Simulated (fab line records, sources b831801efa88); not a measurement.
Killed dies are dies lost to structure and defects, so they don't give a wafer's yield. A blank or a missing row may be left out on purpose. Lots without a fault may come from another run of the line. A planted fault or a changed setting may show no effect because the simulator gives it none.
A struck lot beside a sound one | flow sky130 | 35 steps out of a route of 708
Sound: wafers L118.2, L118.4, L118.6. Struck: wafers L127.1, L127.3, L127.5. The cause comes at the end.
At each step with rows: each side's tool, then ch and its chambers, then its first start. Under that, the readings that differ: sound wafers | struck wafers | difference of the means | sigmas: that difference in standard deviations of wafers without a fault.
alike: readings whose means differ by less than 2 such deviations, and words and numbers that are the same on both sides. not compared: withheld readings, readings that some wafer has no value for, bounds like >300 that may hide the same value, and numbers for which the record gives no deviation and whose values overlap.
The two part at a step that has a row with sigmas, a row that says differs or no value, or rows on one side only. Numbers that don't overlap but have no deviation are shown without sigmas and don't part them. A reading that every wafer of one side lacks parts them only if that side has two wafers or more.

SKY_SD_P_CD_MEAS_07: target cd 380 nm.
  sound on cd_sem-02, day 25 13:31; struck on cd_sem-02, day 28 19:50
  reading    | sound             | struck            | difference | sigmas
  cd_nm (nm) | 383.9 382.9 381.7 | 376.3 378.9 378.1 | -5.1       | -2
SKY_SD_P_OVL_MEAS_08:
  sound on overlay-02, day 25 13:37; struck on overlay-01, day 28 19:57
  alike: SD_P_OVL
then, 1 step without rows for these wafers: SKY_SD_P_IMPLANT_09.
SKY_SD_P_STRIP_10: strips in O2/N2.
  sound on plasma_asher-03 ch 0,1, day 25 13:48; struck on plasma_asher-03 ch 0,1, day 28 20:08
  alike: chamber_pressure_mTorr, drypump_motor_current_A, oes_product_au, strip_time_to_endpoint_s
  not compared: rf_hours_counter_h
SKY_SD_P_TW_MEAS_11:
  sound on film_metro-03, day 25 13:55; struck on film_metro-02, day 28 20:14
  alike: SD_P_TW
then, 7 steps without rows for these wafers: SKY_RES_XHIGH_DEHYDRATE_00 (time 60 s); SKY_RES_XHIGH_HMDS_01 (prime time 60 s); SKY_RES_XHIGH_COAT_02 (resist thk 1140 nm); SKY_RES_XHIGH_SOFTBAKE_03 (time 60 s); SKY_RES_XHIGH_EXPOSE_04 (exposes mask URPM, target cd 1270 nm); SKY_RES_XHIGH_PEB_05; SKY_RES_XHIGH_DEVELOP_06 (develop time 60 s).
SKY_RES_XHIGH_IMPLANT_07:
  sound on implanter-02 ch 0, day 26 19:01; struck on implanter-01 ch 0, day 29 23:33
  reading       | sound                       | struck                        | difference | sigmas
  beam_on_s (s) | 40.7 38.0 39.6              | 36.8 36.2 36.9                | -2.8       | -4
  dose_ions_cm2 | 3.6e+14 3.599e+14 3.605e+14 | 3.278e+14 3.277e+14 3.281e+14 | -3.227e+13 | -87
  alike: end_station_pressure_torr
SKY_RES_XHIGH_STRIP_08: strips in O2/N2.
  sound on plasma_asher-01 ch 0,1, day 26 19:08; struck on plasma_asher-04 ch 1, day 29 23:42
  alike: chamber_pressure_mTorr, drypump_motor_current_A, oes_product_au, strip_time_to_endpoint_s
  not compared: rf_hours_counter_h
SKY_RES_XHIGH_TW_MEAS_09:
  sound on film_metro-02, day 26 19:15; struck on film_metro-01, day 29 23:48
  reading      | sound          | struck         | difference | sigmas
  RES_XHIGH_TW | 1619 1610 1622 | 1585 1597 1592 | -26        | -2
then, 7 steps without rows for these wafers: SKY_SD_N_DEHYDRATE_00 (time 60 s); SKY_SD_N_HMDS_01 (prime time 60 s); SKY_SD_N_COAT_02 (resist thk 1140 nm); SKY_SD_N_SOFTBAKE_03 (time 60 s); SKY_SD_N_EXPOSE_04 (exposes mask NSDM, target cd 380 nm); SKY_SD_N_PEB_05; SKY_SD_N_DEVELOP_06 (develop time 60 s).
SKY_SD_N_CD_MEAS_07: target cd 380 nm.
  sound on cd_sem-02, day 27 23:37; struck on cd_sem-01, day 31 03:53
  alike: cd_nm
SKY_SD_N_OVL_MEAS_08:
  sound on overlay-01, day 27 23:43; struck on overlay-01, day 31 04:01
  alike: SD_N_OVL
then, 2 steps without rows for these wafers: SKY_SD_N_IMPLANT_09; SKY_SD_N_IMPLANT_10.
SKY_SD_N_STRIP_11: strips in O2/N2.
  sound on plasma_asher-02 ch 0,1, day 28 00:03; struck on plasma_asher-04 ch 0, day 31 04:21
  alike: chamber_pressure_mTorr, drypump_motor_current_A, oes_product_au, strip_time_to_endpoint_s
  not compared: rf_hours_counter_h
SKY_SD_N_TW_MEAS_12:
  sound on film_metro-01, day 28 00:10; struck on film_metro-02, day 31 04:27
  alike: SD_N_TW
then, 1 step without rows for these wafers: SKY_SD_N_CLEAN_13 (cleans in SC1/SC2, time 150 s).
SKY_SD_N_RTA_14: time 2 s.
  sound on rtp_anneal-01 ch 0, day 28 00:16; struck on rtp_anneal-02 ch 0, day 31 04:34
  alike: lamp_power_pct, wafer_temp_C_max
SKY_SD_N_RS_MEAS_16: measures by four-point-probe.
  sound on film_metro-02, day 28 00:27; struck on film_metro-01, day 31 04:44
  alike: SD_N_RS
SKY_SD_N_RS_MEAS_17: measures by four-point-probe.
  sound on film_metro-02, day 28 00:34; struck on film_metro-01, day 31 04:51
  alike: SD_P_RS
SKY_SD_N_RS_MEAS_18: measures by four-point-probe.
  sound on film_metro-02, day 28 00:41; struck on film_metro-01, day 31 04:58
  reading               | sound             | struck            | difference | sigmas
  RES_XHIGH_RS (ohm/sq) | 333.2 334.5 334.7 | 356.8 359.0 356.8 | +23.4      | +20
then, 1 step without rows for these wafers: SKY_SALICIDE_CLEAN_00 (cleans in HF-last, time 30 s).
-- the record jumps here: 17 days lie between the struck wafers' starts before and after (it left off in module SALICIDE and takes up again in module PAD_OPEN, whose first step shown is number 708 of the route) --
SKY_PAD_OPEN_PROBE_99:
  sound on prober-02, day 45 22:34; struck on prober-01, day 48 05:33
  reading                                            | sound               | struck               | difference | sigmas
  model.etest.res_xhigh_po.line_ohm_um               | 5290 5588 5762      | 7029 6393 7329       | +1370      |
  model.etest.res_xhigh_po.rs_ohm_sq                 | 1918 1993 1984      | 2424 2292 2507       | +443       |
  model.etest.res_xhigh_po.rs_ohm_sq_range           | 62.28 43.63 57.67   | 179.7 122.2 200.9    | +113.1     |
  model.etest.res_xhigh_po.rs_ohm_sq_rim_less_centre | -43.5 -35.21 -43.97 | -117.9 -76.41 -122.5 | -64.7      |

WHERE THEY PART
First at SKY_SD_P_CD_MEAS_07; last, within this record, at SKY_SD_N_RS_MEAS_18.

WHY: what the simulator had put in
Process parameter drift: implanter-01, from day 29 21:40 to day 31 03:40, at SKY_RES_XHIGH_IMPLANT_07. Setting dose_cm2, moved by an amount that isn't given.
